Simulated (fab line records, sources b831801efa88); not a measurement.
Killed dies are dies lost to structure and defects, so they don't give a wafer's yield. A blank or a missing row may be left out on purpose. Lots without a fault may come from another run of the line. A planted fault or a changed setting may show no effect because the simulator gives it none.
Which tool did it? | flow gf180mcu | 12 lots, 36 wafers sampled, at 6 steps of a route of 602

WHAT THE GAUGES READ, wafer by wafer
GF_HV_LDD_THK_MEAS_57. Usual: HV_LDD_CVD_56_THK 90.1 nm, standard deviation 0.89.
lot  | measured     | on            | HV_LDD_CVD_56_THK (nm) | flag
L932 | day 12 17:22 | film_metro-03 | 89.6 89.7 89.6         |
L934 | day 13 11:10 | film_metro-02 | 89.4 90.5 90.5         |
L935 | day 13 22:43 | film_metro-02 | 88.9 88.6 88.0         |
L937 | day 14 04:01 | film_metro-03 | 90.8 91.1 91.0         |
L938 | day 14 11:08 | film_metro-03 | 90.5 89.8 89.6         |
L940 | day 15 06:34 | film_metro-04 | 89.8 90.1 90.1         |
L941 | day 15 11:28 | film_metro-04 | 90.4 90.5 91.1         |
L942 | day 15 20:00 | film_metro-03 | 89.5 89.7 89.6         |
L943 | day 16 12:44 | film_metro-03 | 88.4 88.3 88.7         |
L944 | day 16 14:11 | film_metro-03 | 91.1 90.9 91.3         |
L946 | day 17 23:17 | film_metro-04 | 89.3 88.9 89.4         |
L947 | day 18 09:57 | film_metro-02 | 91.0 91.4 90.5         |

GF_NSD_TW_MEAS_12. Usual: NSD_TW 4238, standard deviation 47.
lot  | measured     | on            | NSD_TW         | flag
L932 | day 13 13:44 | film_metro-04 | 4193 4232 4233 |
L934 | day 14 07:17 | film_metro-02 | 4251 4266 4254 |
L935 | day 14 19:53 | film_metro-01 | 4282 4313 4302 |
L937 | day 15 01:03 | film_metro-02 | 4250 4234 4266 |
L938 | day 15 09:13 | film_metro-01 | 4287 4270 4274 |
L940 | day 16 03:49 | film_metro-04 | 4167 4184 4144 |
L941 | day 16 09:16 | film_metro-04 | 4173 4150 4164 |
L942 | day 16 18:31 | film_metro-02 | 4255 4240 4246 |
L943 | day 17 11:50 | film_metro-02 | 4274 4250 4272 |
L944 | day 17 13:14 | film_metro-02 | 4274 4283 4276 |
L946 | day 18 22:59 | film_metro-04 | 4200 4190 4228 |
L947 | day 19 09:33 | film_metro-02 | 4265 4225 4261 |

GF_PSD_RS_MEAS_14: measures by four-point-probe. Usual: NSD_RS 46.13 ohm/sq, standard deviation 0.084.
lot  | measured     | on            | NSD_RS (ohm/sq)   | flag
L932 | day 14 10:29 | film_metro-04 | 46.02 46.05 46.15 |
L934 | day 15 04:28 | film_metro-01 | 46.15 46.26 46.20 |
L935 | day 15 17:05 | film_metro-04 | 46.16 46.16 46.16 |
L937 | day 15 21:41 | film_metro-02 | 46.10 46.09 46.05 |
L938 | day 16 06:08 | film_metro-02 | 46.30 46.22 46.17 |
L940 | day 17 02:41 | film_metro-02 | 46.18 46.13 46.12 |
L941 | day 17 08:02 | film_metro-02 | 46.21 46.25 46.15 |
L942 | day 17 17:22 | film_metro-04 | 46.13 46.18 46.23 |
L943 | day 18 11:40 | film_metro-04 | 46.38 46.18 46.13 |
L944 | day 18 13:22 | film_metro-04 | 46.08 46.12 46.10 |
L946 | day 19 22:56 | film_metro-02 | 42.27 42.16 42.13 | OFF
L947 | day 20 09:17 | film_metro-04 | 41.97 42.02 42.02 | OFF

GF_PSD_RS_MEAS_15: measures by four-point-probe. Usual: PSD_RS 108.61 ohm/sq, standard deviation 0.27.
lot  | measured     | on            | PSD_RS (ohm/sq)      | flag
L932 | day 14 10:36 | film_metro-04 | 108.17 108.23 108.45 |
L934 | day 15 04:35 | film_metro-01 | 109.06 108.91 108.88 |
L935 | day 15 17:13 | film_metro-04 | 108.73 108.88 108.85 |
L937 | day 15 21:48 | film_metro-02 | 108.22 108.21 108.47 |
L938 | day 16 06:15 | film_metro-02 | 108.85 108.72 108.90 |
L940 | day 17 02:48 | film_metro-02 | 108.82 108.69 108.56 |
L941 | day 17 08:09 | film_metro-02 | 108.46 108.84 108.75 |
L942 | day 17 17:29 | film_metro-04 | 108.59 108.73 109.10 |
L943 | day 18 11:47 | film_metro-04 | 108.93 109.08 108.84 |
L944 | day 18 13:29 | film_metro-04 | 108.61 108.46 108.61 |
L946 | day 19 23:04 | film_metro-02 | 101.72 101.46 101.86 | OFF
L947 | day 20 09:25 | film_metro-04 | 101.47 101.31 101.34 | OFF

WHICH TOOL RAN EACH LOT (tool, then ch and the chambers of the sampled wafers, then the start)
lot  | GF_HV_LDD_ETCHBACK_58              | GF_PSD_RTA_13
L932 | rie_diel-01 ch 0,1,3, day 12 17:26 | rtp_anneal-01 ch 0, day 14 10:24
L934 | rie_diel-01 ch 1,2,3, day 13 11:13 | rtp_anneal-01 ch 0, day 15 04:22
L935 | rie_diel-01 ch 1,2,3, day 13 22:46 | rtp_anneal-01 ch 0, day 15 17:00
L937 | rie_diel-01 ch 0,1, day 14 04:02   | rtp_anneal-01 ch 0, day 15 21:35
L938 | rie_diel-03 ch 0,1,2, day 14 11:12 | rtp_anneal-02 ch 0, day 16 06:02
L940 | rie_diel-02 ch 0,2,3, day 15 06:36 | rtp_anneal-01 ch 0, day 17 02:34
L941 | rie_diel-01 ch 1,2,3, day 15 11:29 | rtp_anneal-02 ch 0, day 17 07:56
L942 | rie_diel-01 ch 0,2,3, day 15 20:02 | rtp_anneal-01 ch 0, day 17 17:16
L943 | rie_diel-03 ch 1,2,3, day 16 12:48 | rtp_anneal-02 ch 0, day 18 11:35
L944 | rie_diel-02 ch 0,2,3, day 16 14:14 | rtp_anneal-02 ch 0, day 18 13:16
L946 | rie_diel-02 ch 2,3, day 17 23:20   | rtp_anneal-02 ch 0, day 19 22:51
L947 | rie_diel-03 ch 0,1,2, day 18 10:00 | rtp_anneal-02 ch 0, day 20 09:12
- GF_HV_LDD_ETCHBACK_58: etches Si3N4 in CH3F/O2, stops on SiO2, time 100 s, target depth 90 nm.
- GF_PSD_RTA_13: time 20 s.

WHAT THE TOOLS THEMSELVES READ (means of the sampled wafers that have a number; where no wafer has one, the mark that the record gives instead)
GF_HV_LDD_ETCHBACK_58. Usual: drypump_motor_current_A 5.7 A, standard deviation 0.32; oes_product_au 0.843 a.u., standard deviation 0.0064; throttle_valve_pct 10.560 %, standard deviation 0.0088.
lot  | tool        | drypump_motor_current_A (A) | oes_product_au (a.u.) | throttle_valve_pct (%) | flag
L932 | rie_diel-01 | 5.6                         | 0.839                 | 10.569                 |
L934 | rie_diel-01 | 5.5                         | 0.844                 | 10.557                 |
L935 | rie_diel-01 | 5.5                         | 0.836                 | 10.570                 |
L937 | rie_diel-01 | 5.5                         | 0.845                 | 10.566                 |
L938 | rie_diel-03 | 5.6                         | 0.844                 | 10.563                 |
L940 | rie_diel-02 | 6.1                         | 0.846                 | 10.553                 |
L941 | rie_diel-01 | 5.5                         | 0.840                 | 10.553                 |
L942 | rie_diel-01 | 5.4                         | 0.839                 | 10.569                 |
L943 | rie_diel-03 | 5.7                         | 0.832                 | 10.557                 |
L944 | rie_diel-02 | 6.1                         | 0.844                 | 10.565                 |
L946 | rie_diel-02 | 6.0                         | 0.837                 | 10.559                 |
L947 | rie_diel-03 | 5.6                         | 0.848                 | 10.562                 |

GF_PSD_RTA_13. Usual: lamp_power_pct 37 %, standard deviation 3; run_length_s 49.15 s, standard deviation 0.19; wafer_temp_C_max 1030.5, standard deviation 1.1.
lot  | tool          | lamp_power_pct (%) | run_length_s (s) | wafer_temp_C_max | flag
L932 | rtp_anneal-01 | 40                 | 49.35            | 1029.9           |
L934 | rtp_anneal-01 | 40                 | 49.03            | 1030.6           |
L935 | rtp_anneal-01 | 40                 | 49.07            | 1031.5           |
L937 | rtp_anneal-01 | 40                 | 49.19            | 1029.5           |
L938 | rtp_anneal-02 | 34                 | 49.14            | 1030.4           |
L940 | rtp_anneal-01 | 40                 | 49.13            | 1030.3           |
L941 | rtp_anneal-02 | 34                 | 49.00            | 1029.4           |
L942 | rtp_anneal-01 | 40                 | 49.23            | 1029.8           |
L943 | rtp_anneal-02 | 34                 | 49.30            | 1031.4           |
L944 | rtp_anneal-02 | 34                 | 48.99            | 1030.2           |
L946 | rtp_anneal-02 | 34                 | 71.94            | 1030.8           | OFF
L947 | rtp_anneal-02 | 34                 | 71.78            | 1029.9           | OFF

THE ANSWER, worked out from the rows above alone
Rule: a lot is off if the mean of its wafers that have a number lies more than 3 standard deviations from the usual mean. A lot without any number at a reading at which 4 lots or more have one is off too. The other lots that the step has rows for count as sound. The gauges are gone through in route order, then the tools' own readings, and for those a lot's mean is taken as printed above. The first step at which some lot is off is used, and at that step the reading that is off furthest; a lot without a number counts as furthest.
Off: L946, L947, at GF_PSD_RS_MEAS_14 (NSD_RS).
A tool fits if, at a process step before that reading, it ran every lot that is off, and no sound lot after the first of them. The gauges at GF_PSD_RS_MEAS_14 aren't tried: what is off there is off at GF_PSD_RTA_13 too, on other tools, and a gauge's error can't cause that. One fits: rtp_anneal-02 at GF_PSD_RTA_13. Its last sound lot is L944 (day 18 13:16), its first lot that is off L946 (day 19 22:51): a fault that began between those two fits.
The tool's own readings at GF_PSD_RTA_13 bear it out: on the lots that are off they differ by more than 5 times the standard deviation of the sound lots' means. run_length_s reads 71.86 s there against 49.14 s on the sound lots.

WHAT THE SIMULATOR HAD PUT IN
Process parameter drift: rtp_anneal-02, from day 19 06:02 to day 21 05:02, at GF_PSD_RTA_13. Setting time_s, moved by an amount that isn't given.
Lots struck among those shown: L946, L947. The rule above found the same.
